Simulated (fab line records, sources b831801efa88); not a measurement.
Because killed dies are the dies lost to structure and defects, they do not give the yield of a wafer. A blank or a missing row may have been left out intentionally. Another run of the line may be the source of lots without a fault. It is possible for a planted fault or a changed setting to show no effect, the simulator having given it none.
Problem report in the 8D (eight disciplines) form, filled by code || flow gf180mcu || the parts of the form that need people (team, actions taken, sign-off) are left out

== 1. WHAT IS WRONG ==
Across 6 wafers from 2 lots, M3_OVL at GF_M3_OVL_MEAS_15 averages 35 nm, while fault-free wafers read -4 nm with a standard deviation of 6.4. That puts it +6.1 standard deviations away from the usual mean.
First observed at day 25 17:34: wafer L886.1, on overlay-02. At this step, 36 wafers from 12 lots have a number in the record. By rule, "out" or "out of limits" means more than 4 standard deviations away from the usual mean. All remaining wafers that have a number are taken as sound.

== 2. WHAT IT IS AND WHAT IT IS NOT ==
{"question": "which readings at this step", "is": "M3_OVL", "is not": "-"}
{"question": "which lots", "is": "L886, L890", "is not": "L874, L875, L876, L880, L888, L891, L893, L894, L896, L897"}
{"question": "which wafers of those lots", "is": "all that have a number", "is not": "-"}
{"question": "read on which gauges", "is": "overlay-02", "is not": "overlay-01"}
{"question": "when", "is": "from day 25 17:34", "is not": "up to then (12 sound wafers); but 18 sound wafers of L888, L891, L893, L894, L896, L897 came after"}

== 3. THE SUSPECTS, EACH WITH WHAT RULES IT OUT ==
Counting: a tool stays on the suspect list if, at a process step up to the reading, it processed all lots that are out and no sound lot following the first of them.
- the gauge at GF_M3_OVL_MEAS_15: kept. All the wafers that are out were read on overlay-02, and no step on other tools shows them out.
- cvd_w-01 at GF_V2_CVD_23 (deposits W, target thk 350 nm, time 104.94 s): ruled out as a lasting fault. After its first lot that is out, L886 (day 24 18:40), sound lots L893, L894, L896, L897 ran on it.
- krf_scanner-02 at GF_M3_EXPOSE_11 (exposes mask Metal3, target cd 280 nm): kept. All lots that are out passed through it, beginning with L886 at day 25 06:47, and no sound lot followed; its final sound lot before that point was L880 at day 23 05:51.
What counting leaves: krf_scanner-02 at GF_M3_EXPOSE_11 and overlay-02 at GF_M3_OVL_MEAS_15.

== 4. THE CAUSE (what the simulator had put in) ==
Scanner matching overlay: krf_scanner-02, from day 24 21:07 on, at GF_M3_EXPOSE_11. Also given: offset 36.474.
After counting, 2 suspects remain, this tool included.

== 5. SEQUENCE OF EFFECTS, ordered by route ==
Each row: a reading whose mean over the struck wafers that have a number lies more than 3 standard deviations from the usual. Scope: only readings with a usual standard deviation given in the record; hours: median across lots of the time from each lot's start at the first step in this table that gives one to its start at this step; sigmas: change in usual standard deviations.
{"hours": 0, "step": "GF_M3_EXPOSE_11", "reading": "exposure_dose_mJ_cm2", "usual": 27.982, "on struck wafers": 28.113, "change": "+0.131", "sigmas": "+5.0"}
{"hours": 11, "step": "GF_M3_OVL_MEAS_15", "reading": "M3_OVL", "usual": "-4 nm", "on struck wafers": 35, "change": "+39", "sigmas": "+6.1"}
The process steps in it:
- GF_M3_EXPOSE_11: exposes mask Metal3, target cd 280 nm.

== 6. HOW IT WOULD HAVE BEEN CAUGHT EARLIER ==
The first out-of-limits reading at a measuring or inspecting step in this record came at day 25 17:34, 20 hours after the fault's start at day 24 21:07.
The tool's own readings at GF_M3_EXPOSE_11 were out on some of the struck wafers (exposure_dose_mJ_cm2): an alarm limit on them would have fired on those.
Among the 2 lots that are out, L890 began GF_M3_EXPOSE_11 on krf_scanner-02 after day 25 17:34. A tool hold placed at that time would have kept it from harm.
